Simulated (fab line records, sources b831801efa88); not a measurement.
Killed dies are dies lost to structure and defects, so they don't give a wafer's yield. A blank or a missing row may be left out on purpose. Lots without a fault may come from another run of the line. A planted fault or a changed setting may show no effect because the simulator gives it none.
Which tool did it? | flow sky130 | 13 lots, 39 wafers sampled, at 7 steps of a route of 708

WHAT THE GAUGES READ, wafer by wafer
SKY_DNWELL_TW_MEAS_09. Usual: DNWELL_TW 1121, standard deviation 14.
lot  | measured    | on            | DNWELL_TW      | flag
L429 | day 3 10:17 | film_metro-01 | 1129 1130 1122 |
L431 | day 3 19:04 | film_metro-02 | 1103 1110 1112 |
L432 | day 4 11:12 | film_metro-03 | 1126 1122 1129 |
L433 | day 4 13:59 | film_metro-03 | 1124 1121 1126 |
L437 | day 5 08:21 | film_metro-02 | 1110 1112 1104 |
L439 | day 5 16:08 | film_metro-02 | 1106 1106 1110 |
L444 | day 6 17:43 | film_metro-01 | 1131 1130 1132 |
L446 | day 7 04:31 | film_metro-03 | 1112 1119 1117 |
L448 | day 7 15:51 | film_metro-02 | 1106 1100 1110 |
L447 | day 7 16:12 | film_metro-03 | 1118 1122 1111 |
L449 | day 8 07:17 | film_metro-01 | 1147 1143 1144 |
L450 | day 8 10:13 | film_metro-01 | 1134 1146 1140 |
L451 | day 8 10:23 | film_metro-03 | 1121 1126 1127 |

SKY_NWELL_OVL_MEAS_10. Usual: NWELL_00_OVL 0.2 nm, standard deviation 1.4.
lot  | measured     | on         | NWELL_00_OVL (nm) | flag
L429 | day 4 18:49  | overlay-01 | 0.1 0.2 2.5       |
L431 | day 5 05:25  | overlay-02 | 2.5 1.1 0.1       |
L432 | day 5 23:07  | overlay-01 | -0.3 0.0 0.8      |
L433 | day 6 01:07  | overlay-02 | 1.0 -0.3 2.1      |
L437 | day 6 21:17  | overlay-02 | 0.3 1.2 -0.6      |
L439 | day 7 05:33  | overlay-02 | 1.6 0.8 1.8       |
L444 | day 8 08:40  | overlay-02 | 0.6 1.5 1.5       |
L446 | day 8 20:08  | overlay-02 | -0.6 -1.8 -0.9    |
L448 | day 9 08:39  | overlay-01 | -0.1 0.2 -2.4     |
L447 | day 9 09:01  | overlay-01 | -1.5 -0.4 -1.4    |
L449 | day 10 00:22 | overlay-01 | 3.0 2.7 1.8       |
L450 | day 10 04:08 | overlay-02 | -1.8 -1.1 0.0     |
L451 | day 10 04:16 | overlay-02 | -0.3 -1.7 0.4     |

SKY_VT_ADJUST_HVTP_CD_MEAS_07: target cd 380 nm. Usual: cd_nm 379.8 nm, standard deviation 2.2.
lot  | measured     | on        | cd_nm (nm)        | flag
L429 | day 6 07:40  | cd_sem-01 | 380.2 379.6 381.8 |
L431 | day 6 19:57  | cd_sem-01 | 379.9 380.6 383.6 |
L432 | day 7 13:43  | cd_sem-02 | 383.0 383.3 382.4 |
L433 | day 7 15:52  | cd_sem-01 | 379.0 380.1 378.7 |
L437 | day 8 13:34  | cd_sem-02 | - - -             | OFF
L439 | day 8 23:07  | cd_sem-01 | 379.9 379.0 376.4 |
L444 | day 10 03:09 | cd_sem-02 | 377.7 379.2 378.9 |
L446 | day 10 15:41 | cd_sem-01 | 377.7 379.1 377.5 |
L448 | day 11 05:58 | cd_sem-01 | 383.3 382.5 383.9 |
L447 | day 11 06:48 | cd_sem-01 | 376.1 375.1 376.3 |
L449 | day 11 23:07 | cd_sem-02 | 381.2 381.6 380.1 |
L450 | day 12 02:20 | cd_sem-01 | 379.6 377.0 380.8 |
L451 | day 12 02:58 | cd_sem-01 | 382.1 379.3 381.5 |

SKY_VT_ADJUST_HVTP_TW_MEAS_11. Usual: VT_ADJUST_HVTP_TW 1354, standard deviation 16.
lot  | measured     | on            | VT_ADJUST_HVTP_TW | flag
L429 | day 6 08:04  | film_metro-02 | 1341 1337 1345    |
L431 | day 6 20:22  | film_metro-01 | 1385 1389 1386    |
L432 | day 7 14:08  | film_metro-01 | 1381 1381 1375    |
L433 | day 7 16:17  | film_metro-02 | 1346 1346 1349    |
L437 | day 8 13:58  | film_metro-01 | 31 31 31          | OFF
L439 | day 8 23:32  | film_metro-04 | 1357 1351 1350    |
L444 | day 10 03:32 | film_metro-04 | 1350 1337 1340    |
L446 | day 10 16:04 | film_metro-04 | 1343 1344 1344    |
L448 | day 11 06:23 | film_metro-04 | 1350 1346 1340    |
L447 | day 11 07:13 | film_metro-01 | 1387 1384 1382    |
L449 | day 11 23:32 | film_metro-04 | 1351 1351 1345    |
L450 | day 12 02:44 | film_metro-02 | 1347 1346 1338    |
L451 | day 12 03:23 | film_metro-02 | 1344 1347 1345    |

SKY_VT_ADJUST_LVTN_TW_MEAS_10. Usual: VT_ADJUST_LVTN_TW 240.2, standard deviation 1.4.
lot  | measured     | on            | VT_ADJUST_LVTN_TW    | flag
L429 | day 7 02:56  | film_metro-04 | 241.1 240.1 239.3    |
L431 | day 7 15:14  | film_metro-03 | 243.0 242.0 241.5    |
L432 | day 8 10:47  | film_metro-02 | 242.3 240.9 240.9    |
L433 | day 8 12:54  | film_metro-03 | 242.6 242.7 241.7    |
L437 | day 9 10:31  | film_metro-02 | 1355.3 1349.8 1352.8 | OFF
L439 | day 9 20:32  | film_metro-04 | 239.9 239.0 240.9    |
L444 | day 11 01:16 | film_metro-03 | 241.0 241.5 241.3    |
L446 | day 11 14:00 | film_metro-02 | 240.7 238.7 238.8    |
L448 | day 12 06:29 | film_metro-02 | 238.6 239.5 239.6    |
L447 | day 12 07:36 | film_metro-02 | 239.5 239.4 238.1    |
L449 | day 13 00:41 | film_metro-02 | 239.7 238.0 240.3    |
L450 | day 13 03:31 | film_metro-02 | 240.2 239.5 239.5    |
L451 | day 13 04:41 | film_metro-03 | 241.8 241.4 241.8    |

SKY_VT_ADJUST_LVTN_OVL_MEAS_18. Usual: VT_ADJUST_LVTN_01_OVL 1.1 nm, standard deviation 1.3.
lot  | measured     | on         | VT_ADJUST_LVTN_01_OVL (nm) | flag
L429 | day 7 21:52  | overlay-01 | 1.0 0.9 4.1                |
L431 | day 8 11:44  | overlay-01 | 2.5 1.7 3.5                |
L432 | day 9 07:24  | overlay-01 | 2.6 3.6 2.5                |
L433 | day 9 09:33  | overlay-02 | -0.4 -0.2 2.0              |
L437 | day 10 07:40 | overlay-01 | 0.8 3.2 2.1                |
L439 | day 10 17:50 | overlay-02 | 2.1 2.0 -0.3               |
L444 | day 11 23:49 | overlay-01 | 2.5 1.3 0.8                |
L446 | day 12 13:50 | overlay-01 | 0.6 1.6 1.7                |
L448 | day 13 07:38 | overlay-02 | -1.3 -0.3 0.1              |
L447 | day 13 08:14 | overlay-02 | 2.0 2.1 4.0                |
L449 | day 14 01:33 | overlay-01 | 1.1 2.8 -0.1               |
L450 | day 14 03:51 | overlay-02 | 0.1 0.6 -0.5               |
L451 | day 14 04:56 | overlay-01 | -0.9 1.3 1.7               |

WHICH TOOL RAN EACH LOT (tool, then ch and the chambers of the sampled wafers, then the start)
lot  | SKY_VT_ADJUST_HVTP_EXPOSE_04
L429 | iline_stepper-01 ch 0, day 5 22:47
L431 | iline_stepper-01 ch 0, day 6 09:59
L432 | iline_stepper-02 ch 0, day 7 04:02
L433 | iline_stepper-02 ch 0, day 7 06:28
L437 | iline_stepper-02 ch 0, day 8 03:43
L439 | iline_stepper-02 ch 0, day 8 12:49
L444 | iline_stepper-02 ch 0, day 9 16:13
L446 | iline_stepper-02 ch 0, day 10 04:53
L448 | iline_stepper-01 ch 0, day 10 18:55
L447 | iline_stepper-01 ch 0, day 10 19:23
L449 | iline_stepper-01 ch 0, day 11 10:45
L450 | iline_stepper-01 ch 0, day 11 14:19
L451 | iline_stepper-02 ch 0, day 11 15:36
- SKY_VT_ADJUST_HVTP_EXPOSE_04: exposes mask HVTPM, target cd 380 nm.

WHAT THE TOOLS THEMSELVES READ (means of the sampled wafers that have a number; where no wafer has one, the mark that the record gives instead)
SKY_VT_ADJUST_HVTP_EXPOSE_04. Usual: exposure_dose_mJ_cm2 139.95, standard deviation 0.15.
lot  | tool             | exposure_dose_mJ_cm2 | flag
L429 | iline_stepper-01 | 139.92               |
L431 | iline_stepper-01 | 139.95               |
L432 | iline_stepper-02 | 140.17               |
L433 | iline_stepper-02 | 139.78               |
L437 | iline_stepper-02 | 140.05               |
L439 | iline_stepper-02 | 139.92               |
L444 | iline_stepper-02 | 140.00               |
L446 | iline_stepper-02 | 139.93               |
L448 | iline_stepper-01 | 140.11               |
L447 | iline_stepper-01 | 139.92               |
L449 | iline_stepper-01 | 139.82               |
L450 | iline_stepper-01 | 140.15               |
L451 | iline_stepper-02 | 139.87               |

THE ANSWER, worked out from the rows above alone
Rule: a lot is off if the mean of its wafers that have a number lies more than 3 standard deviations from the usual mean. A lot without any number at a reading at which 4 lots or more have one is off too. The other lots that the step has rows for count as sound. The gauges are gone through in route order, then the tools' own readings, and for those a lot's mean is taken as printed above. The first step at which some lot is off is used, and at that step the reading that is off furthest; a lot without a number counts as furthest.
Off: L437, at SKY_VT_ADJUST_HVTP_CD_MEAS_07 (cd_nm). Without a number there: L437.
A tool fits if, at a process step before that reading, it ran every lot that is off, and no sound lot after the first of them. The gauges at SKY_VT_ADJUST_HVTP_CD_MEAS_07 aren't tried: what is off there is off at SKY_VT_ADJUST_HVTP_TW_MEAS_11 too, on other tools, and a gauge's error can't cause that. None of those tried fits.

WHAT THE SIMULATOR HAD PUT IN
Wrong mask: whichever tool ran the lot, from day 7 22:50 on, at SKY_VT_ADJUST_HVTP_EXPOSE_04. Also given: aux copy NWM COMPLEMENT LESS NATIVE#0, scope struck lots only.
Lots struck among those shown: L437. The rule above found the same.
